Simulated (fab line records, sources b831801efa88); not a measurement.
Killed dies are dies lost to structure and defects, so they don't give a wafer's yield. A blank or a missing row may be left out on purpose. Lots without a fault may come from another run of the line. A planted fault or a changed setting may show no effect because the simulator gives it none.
A struck lot beside a sound one | flow sfq_line | 25 steps out of a route of 325
Sound: wafers L959.4, L959.5, L959.6. Struck: wafer L967.6. (L967.3, L967.5 of the same lot were not struck and are left out.) The cause comes at the end.
At each step with rows: each side's tool, then ch and its chambers, then its first start. Under that, the readings that differ: sound wafers | struck wafers | difference of the means | sigmas: that difference in standard deviations of wafers without a fault.
alike: readings whose means differ by less than 2 such deviations, and words and numbers that are the same on both sides. not compared: withheld readings, readings that some wafer has no value for, bounds like >300 that may hide the same value, and numbers for which the record gives no deviation and whose values overlap.
The two part at a step that has a row with sigmas, a row that says differs or no value, or rows on one side only. Numbers that don't overlap but have no deviation are shown without sigmas and don't part them. A reading that every wafer of one side lacks parts them only if that side has two wafers or more.

first, 6 steps without rows for these wafers: SFQ_TRILAYER_M7_LITHO_COAT_182 (resist thk 62 nm); SFQ_TRILAYER_M7_LITHO_COAT_177 (resist thk 600 nm); SFQ_TRILAYER_M7_LITHO_SOFTBAKE_181; SFQ_TRILAYER_M7_LITHO_EXPOSE_178 (exposes mask M7, target cd 500 nm); SFQ_TRILAYER_M7_LITHO_PEB_180 (peb time 60 s); SFQ_TRILAYER_M7_LITHO_DEVELOP_179 (time 60 s).
SFQ_M7_OVL_MEAS_945:
  sound on overlay-02, day 83 06:11; struck on overlay-01, day 84 01:41
  alike: M7_OVL
SFQ_TRILAYER_M7_BARC_OPEN_METAL_ETCH_229: etches BARC in O2, target depth 125 nm, time 41.7 s.
  sound on rie_metal-03 ch 0,1, day 83 06:14; struck on rie_metal-02 ch 0, day 84 01:44
  alike: drypump_motor_current_A, oes_product_au
  not compared: rf_hours_counter_h
then, 1 step without rows for these wafers: SFQ_TRILAYER_M7_ETCH_METAL_ETCH_180 (etches Nb in Cl2/Ar, stops on SiO2, target depth 240 nm, time 120 s).
SFQ_TRILAYER_M7_STRIP_STRIP_181: strips in O2.
  sound on rie_metal-03 ch 0,1, day 83 06:36; struck on rie_metal-02 ch 0, day 84 02:06
  alike: drypump_motor_current_A, oes_product_au
  not compared: rf_hours_counter_h
then, 1 step without rows for these wafers: SFQ_TRILAYER_M7_STRIP_SOLV_CLEAN_182 (cleans in NMP, time 600 s).
SFQ_TRILAYER_I7_DEP_PECVD_183: deposits SiO2 from SiH4/N2O, time 111.11 s, target thk 500 nm.
  sound on pecvd-03 ch 0,1,2, day 83 07:13; struck on pecvd-01 ch 2, day 84 02:40
  alike: heater_power_w, showerhead_vpp_V, throttle_valve_pct
SFQ_TRILAYER_I7_CMP_CMP_184: polishes SiO2.
  sound on cmp-02 ch 0,3, day 83 07:46; struck on cmp-02 ch 2, day 84 04:15
  reading                                             | sound             | struck | difference | sigmas
  time_to_endpoint_s (s)                              | 214 217 213       | 170    | -45        | -6
  model.SiO2_of_TRILAYER_I7_DEP_PECVD_183.thk_nm (nm) | 199.2 198.6 198.1 | 248.4  | +49.8      |
  alike: motor_current_A, slurry_flow_ml_min
SFQ_I7_BOW_MEAS_946:
  sound on film_metro-03, day 83 10:19; struck on film_metro-02, day 84 05:47
  alike: I7_BOW
SFQ_TRILAYER_I7_METRO_MEASURE_185:
  sound on film_metro-03, day 83 10:59; struck on film_metro-02, day 84 06:16
  reading     | sound             | struck | difference | sigmas
  thk_nm (nm) | 199.1 198.7 198.0 | 248.4  | +49.8      | +52
then, 6 steps without rows for these wafers: SFQ_TRILAYER_I7_VIA_LITHO_COAT_192 (resist thk 62 nm); SFQ_TRILAYER_I7_VIA_LITHO_COAT_187 (resist thk 650 nm); SFQ_TRILAYER_I7_VIA_LITHO_SOFTBAKE_191; SFQ_TRILAYER_I7_VIA_LITHO_EXPOSE_188 (exposes mask I7, target cd 1000 nm); SFQ_TRILAYER_I7_VIA_LITHO_PEB_190 (peb time 60 s); SFQ_TRILAYER_I7_VIA_LITHO_DEVELOP_189 (time 60 s).
SFQ_I7_OVL_MEAS_947:
  sound on overlay-02, day 83 14:53; struck on overlay-02, day 84 20:41
  alike: I7_OVL
SFQ_TRILAYER_I7_VIA_BARC_OPEN_VIA_ETCH_260: etches BARC in O2, target depth 125 nm, time 41.7 s.
  sound on rie_diel-01 ch 1,2, day 83 14:55; struck on rie_diel-04 ch 2, day 84 20:43
  reading                     | sound             | struck | difference | sigmas
  drypump_motor_current_A (A) | 6.7 5.9 6.7       | 5.1    | -1.3       | -3
  oes_product_au (a.u.)       | 0.684 0.689 0.683 | 0.675  | -0.010     | -2
  not compared: rf_hours_counter_h
SFQ_TRILAYER_I7_VIA_ETCH_VIA_ETCH_190: etches SiO2 in CHF3, stops on Nb, target depth 260 nm.
  sound on rie_diel-01 ch 1,2, day 83 14:57; struck on rie_diel-04 ch 2, day 84 20:45
  reading                        | sound             | struck | difference | sigmas
  drypump_motor_current_A (A)    | 6.7 5.9 6.7       | 5.1    | -1.3       | -3
  oes_product_au (a.u.)          | 0.860 0.856 0.846 | 0.972  | +0.118     | +21
  model.etch.depth_nm (nm)       | 199.2 198.6 198.1 | 248.4  | +49.8      |
  model.I7.feature_depth_nm (nm) | 199.2 198.6 198.1 | 248.4  | +49.8      |
SFQ_TRILAYER_I7_VIA_STRIP_STRIP_191: strips in O2.
  sound on rie_metal-01 ch 0,1, day 83 15:16; struck on rie_metal-02 ch 1, day 84 21:16
  alike: drypump_motor_current_A, oes_product_au
  not compared: rf_hours_counter_h

WHERE THEY PART
First at SFQ_TRILAYER_I7_CMP_CMP_184; last, within this record, at SFQ_TRILAYER_I7_VIA_ETCH_VIA_ETCH_190. Later steps at which nothing parts them and some readings are alike: SFQ_TRILAYER_I7_VIA_STRIP_STRIP_191.

WHY: what the simulator had put in
Process parameter drift: cmp-02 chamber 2, from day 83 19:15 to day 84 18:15, at SFQ_TRILAYER_I7_CMP_CMP_184. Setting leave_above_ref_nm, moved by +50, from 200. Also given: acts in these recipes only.
